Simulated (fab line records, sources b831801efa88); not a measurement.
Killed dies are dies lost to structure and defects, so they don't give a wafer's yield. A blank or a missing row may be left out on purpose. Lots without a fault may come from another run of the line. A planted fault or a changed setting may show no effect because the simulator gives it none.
Which tool did it? | flow gf180mcu | 24 lots, 72 wafers sampled, at 4 steps of a route of 602

WHAT THE GAUGES READ, wafer by wafer
GF_POLY_GATE_OVL_MEAS_11. Usual: POLY_GATE_OVL -1 nm, standard deviation 5.5.
lot  | measured     | on         | POLY_GATE_OVL (nm) | flag
L074 | day 9 04:35  | overlay-02 | -1 -10 -5          |
L075 | day 9 11:17  | overlay-01 | 3 -1 2             |
L076 | day 9 15:50  | overlay-01 | -2 2 -2            |
L077 | day 9 21:50  | overlay-02 | -3 -2 3            |
L078 | day 10 06:01 | overlay-02 | -13 -4 -11         |
L079 | day 10 13:53 | overlay-01 | -6 -2 -1           |
L080 | day 10 22:00 | overlay-01 | 0 0 5              |
L081 | day 11 02:50 | overlay-01 | 10 -4 1            |
L082 | day 11 12:58 | overlay-01 | -1 -4 0            |
L083 | day 12 02:29 | overlay-02 | 2 -3 0             |
L084 | day 12 12:02 | overlay-01 | -2 -1 -1           |
L085 | day 12 15:35 | overlay-02 | 3 4 0              |
L086 | day 12 17:14 | overlay-01 | -7 -8 2            |
L087 | day 13 03:29 | overlay-01 | -5 -12 -12         |
L088 | day 13 13:17 | overlay-01 | 3 2 -8             |
L089 | day 13 19:34 | overlay-01 | -3 -8 -3           |
L091 | day 14 08:56 | overlay-01 | 8 9 8              |
L090 | day 14 09:42 | overlay-01 | 2 -3 -2            |
L092 | day 14 13:41 | overlay-02 | -10 -9 -8          |
L093 | day 14 20:41 | overlay-02 | 1 1 -3             |
L094 | day 15 05:35 | overlay-02 | -8 -5 1            |
L095 | day 15 13:54 | overlay-01 | -4 -4 -4           |
L096 | day 15 20:31 | overlay-02 | 9 0 9              |
L097 | day 16 09:55 | overlay-01 | 1 -5 -4            |

GF_M1_CD_MEAS_14: target cd 230 nm. Usual: cd_nm 230.0 nm, standard deviation 1.5.
lot  | measured     | on        | cd_nm (nm)        | flag
L074 | day 17 02:25 | cd_sem-01 | 228.3 228.1 228.6 |
L075 | day 17 11:26 | cd_sem-01 | 229.0 229.9 229.3 |
L076 | day 17 16:44 | cd_sem-02 | 229.1 229.0 229.8 |
L077 | day 17 22:30 | cd_sem-01 | 231.1 231.0 231.0 |
L078 | day 18 12:58 | cd_sem-02 | 229.4 229.5 229.2 |
L079 | day 18 21:06 | cd_sem-02 | 230.6 229.7 229.9 |
L080 | day 19 06:01 | cd_sem-01 | 230.4 230.5 229.3 |
L081 | day 19 10:04 | cd_sem-01 | 232.3 230.8 232.0 |
L082 | day 20 01:58 | cd_sem-01 | 230.4 231.2 230.5 |
L083 | day 20 19:21 | cd_sem-02 | 229.9 230.1 230.1 |
L084 | day 21 06:50 | cd_sem-02 | 225.7 225.7 226.2 |
L085 | day 21 08:31 | cd_sem-01 | 229.8 229.1 230.5 |
L086 | day 21 13:32 | cd_sem-02 | 229.2 230.9 230.3 |
L087 | day 22 01:01 | cd_sem-01 | 230.5 230.0 231.0 |
L088 | day 22 10:52 | cd_sem-02 | 233.2 233.2 232.7 |
L089 | day 22 20:51 | cd_sem-01 | 230.4 230.8 230.6 |
L091 | day 23 06:29 | cd_sem-01 | 230.9 230.9 230.5 |
L090 | day 23 09:01 | cd_sem-02 | 230.3 230.0 230.6 |
L092 | day 23 16:08 | cd_sem-02 | 229.5 228.8 229.4 |
L093 | day 24 03:05 | cd_sem-01 | 226.8 228.6 227.1 |
L094 | day 24 13:08 | cd_sem-02 | 230.5 230.8 230.6 |
L095 | day 24 19:54 | cd_sem-02 | 228.7 228.7 229.1 |
L096 | day 25 03:41 | cd_sem-02 | 230.4 231.2 231.2 |
L097 | day 25 11:35 | cd_sem-02 | 229.0 229.6 229.1 |

WHICH TOOL RAN EACH LOT (tool, then ch and the chambers of the sampled wafers, then the start)
lot  | GF_VT_IMPLANT_STRIP_42               | GF_HV_LDD_STRIP_37
L074 | plasma_asher-01 ch 0,1, day 7 14:09  | plasma_asher-04 ch 0,1, day 11 15:25
L075 | plasma_asher-04 ch 0,1, day 7 19:24  | plasma_asher-03 ch 0,1, day 11 20:12
L076 | plasma_asher-02 ch 0,1, day 7 23:45  | plasma_asher-02 ch 0,1, day 12 01:25
L077 | plasma_asher-04 ch 0,1, day 8 05:53  | plasma_asher-02 ch 0,1, day 12 07:31
L078 | plasma_asher-04 ch 0,1, day 8 12:15  | plasma_asher-02 ch 0,1, day 12 17:04
L079 | plasma_asher-02 ch 0,1, day 8 20:53  | plasma_asher-02 ch 0,1, day 13 02:47
L080 | plasma_asher-01 ch 0,1, day 9 02:44  | plasma_asher-02 ch 0,1, day 13 11:53
L081 | plasma_asher-01 ch 0,1, day 9 10:34  | plasma_asher-02 ch 0,1, day 13 15:26
L082 | plasma_asher-02 ch 0,1, day 9 19:24  | plasma_asher-03 ch 0,1, day 14 04:24
L083 | plasma_asher-02 ch 0,1, day 10 05:25 | plasma_asher-03 ch 0,1, day 14 19:11
L084 | plasma_asher-01 ch 1, day 10 16:06   | plasma_asher-04 ch 0,1, day 15 06:18
L085 | plasma_asher-01 ch 0,1, day 10 20:11 | plasma_asher-02 ch 0,1, day 15 08:09
L086 | plasma_asher-01 ch 0, day 10 21:47   | plasma_asher-02 ch 0,1, day 15 09:25
L087 | plasma_asher-02 ch 0,1, day 11 06:52 | plasma_asher-02 ch 0,1, day 15 20:41
L088 | plasma_asher-04 ch 0,1, day 11 13:24 | plasma_asher-02 ch 0,1, day 16 07:22
L089 | plasma_asher-04 ch 0,1, day 11 19:36 | plasma_asher-04 ch 0,1, day 16 14:30
L091 | plasma_asher-04 ch 0,1, day 12 09:31 | plasma_asher-03 ch 0,1, day 17 03:11
L090 | plasma_asher-01 ch 0,1, day 12 09:49 | plasma_asher-03 ch 0,1, day 17 05:20
L092 | plasma_asher-02 ch 0,1, day 12 13:59 | plasma_asher-02 ch 0,1, day 17 09:19
L093 | plasma_asher-04 ch 0,1, day 12 20:06 | plasma_asher-04 ch 0,1, day 17 20:21
L094 | plasma_asher-01 ch 0,1, day 13 03:50 | plasma_asher-04 ch 0,1, day 18 08:19
L095 | plasma_asher-04 ch 0,1, day 13 12:03 | plasma_asher-04 ch 0,1, day 18 17:50
L096 | plasma_asher-01 ch 0,1, day 13 19:29 | plasma_asher-03 ch 0,1, day 19 04:10
L097 | plasma_asher-02 ch 0,1, day 14 05:02 | plasma_asher-03 ch 0,1, day 19 14:10
- GF_VT_IMPLANT_STRIP_42: strips in O2/N2.
- GF_HV_LDD_STRIP_37: strips in O2/N2.

WHAT THE TOOLS THEMSELVES READ (means of the sampled wafers that have a number; where no wafer has one, the mark that the record gives instead)
GF_VT_IMPLANT_STRIP_42. Usual: drypump_motor_current_A 5.6 A, standard deviation 0.36; heater_power_w 313 W, standard deviation 46; n2_flow_sccm 300.0 sccm, standard deviation 0.97; oes_product_au 0.717 a.u., standard deviation 0.0045; strip_time_to_endpoint_s 12.64 s, standard deviation 0.038.
lot  | tool            | drypump_motor_current_A (A) | heater_power_w (W) | n2_flow_sccm (sccm) | oes_product_au (a.u.) | strip_time_to_endpoint_s (s) | flag
L074 | plasma_asher-01 | 5.5                         | 340                | 300.4               | 0.716                 | 12.61                        |
L075 | plasma_asher-04 | 5.9                         | 342                | 301.0               | 0.714                 | 12.66                        |
L076 | plasma_asher-02 | 5.4                         | 273                | 301.1               | 0.715                 | 12.65                        |
L077 | plasma_asher-04 | 5.9                         | 345                | 299.8               | 0.715                 | 12.63                        |
L078 | plasma_asher-04 | 5.9                         | 345                | 299.9               | 0.715                 | 12.63                        |
L079 | plasma_asher-02 | 5.2                         | 259                | 300.1               | 0.714                 | 12.62                        |
L080 | plasma_asher-01 | 5.8                         | 318                | 300.6               | 0.718                 | 12.72                        |
L081 | plasma_asher-01 | 5.8                         | 319                | 299.0               | 0.715                 | 12.64                        |
L082 | plasma_asher-02 | 5.2                         | 261                | 300.1               | 0.720                 | 12.61                        |
L083 | plasma_asher-02 | 5.4                         | 270                | 300.2               | 0.716                 | 12.67                        |
L084 | plasma_asher-01 | 5.3                         | 374                | 299.8               | 0.717                 | 12.61                        |
L085 | plasma_asher-01 | 5.6                         | 348                | 299.8               | 0.715                 | 12.64                        |
L086 | plasma_asher-01 | 6.0                         | 288                | 301.3               | 0.714                 | 12.74                        |
L087 | plasma_asher-02 | 5.2                         | 261                | 300.8               | 0.712                 | 12.59                        |
L088 | plasma_asher-04 | 5.9                         | 323                | 299.1               | 0.712                 | 12.66                        |
L089 | plasma_asher-04 | 5.9                         | 322                | 299.8               | 0.718                 | 12.60                        |
L091 | plasma_asher-04 | 5.9                         | 324                | 299.2               | 0.717                 | 12.58                        |
L090 | plasma_asher-01 | 5.5                         | 351                | 300.6               | 0.716                 | 12.64                        |
L092 | plasma_asher-02 | 5.4                         | 270                | 300.9               | 0.720                 | 12.61                        |
L093 | plasma_asher-04 | 5.9                         | 321                | 300.3               | 0.718                 | 12.66                        |
L094 | plasma_asher-01 | 5.8                         | 320                | 299.7               | 0.712                 | 12.63                        |
L095 | plasma_asher-04 | 5.9                         | 345                | 299.2               | 0.714                 | 12.66                        |
L096 | plasma_asher-01 | 5.5                         | 345                | 300.0               | 0.718                 | 12.64                        |
L097 | plasma_asher-02 | 5.4                         | 273                | 299.7               | 0.717                 | 12.60                        |

GF_HV_LDD_STRIP_37. Usual: drypump_motor_current_A 5.5 A, standard deviation 0.34; heater_power_w 303 W, standard deviation 40; n2_flow_sccm 300.0 sccm, standard deviation 0.86; oes_product_au 0.716 a.u., standard deviation 0.0047; strip_time_to_endpoint_s 12.63 s, standard deviation 0.038.
lot  | tool            | drypump_motor_current_A (A) | heater_power_w (W) | n2_flow_sccm (sccm) | oes_product_au (a.u.) | strip_time_to_endpoint_s (s) | flag
L074 | plasma_asher-04 | 5.9                         | 342                | 300.7               | 0.710                 | 12.59                        |
L075 | plasma_asher-03 | 5.4                         | 337                | 300.2               | 0.715                 | 12.60                        |
L076 | plasma_asher-02 | 5.2                         | 260                | 299.9               | 0.716                 | 12.64                        |
L077 | plasma_asher-02 | 5.4                         | 271                | 299.7               | 0.717                 | 12.62                        |
L078 | plasma_asher-02 | 5.1                         | 264                | 300.0               | 0.718                 | 12.63                        |
L079 | plasma_asher-02 | 5.2                         | 261                | 301.1               | 0.714                 | 12.66                        |
L080 | plasma_asher-02 | 5.2                         | 259                | 300.1               | 0.712                 | 12.62                        |
L081 | plasma_asher-02 | 5.4                         | 271                | 300.3               | 0.717                 | 12.63                        |
L082 | plasma_asher-03 | 5.3                         | 335                | 300.0               | 0.716                 | 12.66                        |
L083 | plasma_asher-03 | 5.3                         | 343                | 299.5               | 0.718                 | 12.57                        |
L084 | plasma_asher-04 | 5.9                         | 346                | 300.8               | 0.710                 | 12.62                        |
L085 | plasma_asher-02 | 5.2                         | 264                | 299.5               | 0.715                 | 12.66                        |
L086 | plasma_asher-02 | 5.2                         | 256                | 299.6               | 0.716                 | 12.71                        |
L087 | plasma_asher-02 | 5.4                         | 273                | 299.4               | 0.719                 | 12.57                        |
L088 | plasma_asher-02 | 5.2                         | 265                | 299.6               | 0.722                 | 12.67                        |
L089 | plasma_asher-04 | 5.9                         | 346                | 301.2               | 0.718                 | 12.66                        |
L091 | plasma_asher-03 | 5.3                         | 340                | 300.6               | 0.713                 | 12.61                        |
L090 | plasma_asher-03 | 5.4                         | 338                | 299.3               | 0.716                 | 12.66                        |
L092 | plasma_asher-02 | 5.4                         | 265                | 299.7               | 0.717                 | 12.66                        |
L093 | plasma_asher-04 | 5.9                         | 319                | 299.3               | 0.715                 | 12.64                        |
L094 | plasma_asher-04 | 5.9                         | 339                | 299.4               | 0.717                 | 12.65                        |
L095 | plasma_asher-04 | 5.9                         | 320                | 300.5               | 0.718                 | 12.62                        |
L096 | plasma_asher-03 | 5.4                         | 324                | 300.2               | 0.716                 | 12.65                        |
L097 | plasma_asher-03 | 5.4                         | 331                | 299.9               | 0.716                 | 12.61                        |

THE ANSWER, worked out from the rows above alone
Rule: a lot is off if the mean of its wafers that have a number lies more than 3 standard deviations from the usual mean. A lot without any number at a reading at which 4 lots or more have one is off too. The other lots that the step has rows for count as sound. The gauges are gone through in route order, then the tools' own readings, and for those a lot's mean is taken as printed above. The first step at which some lot is off is used, and at that step the reading that is off furthest; a lot without a number counts as furthest.
No lot is off at any reading shown: from this, nothing can be told.

WHAT THE SIMULATOR HAD PUT IN
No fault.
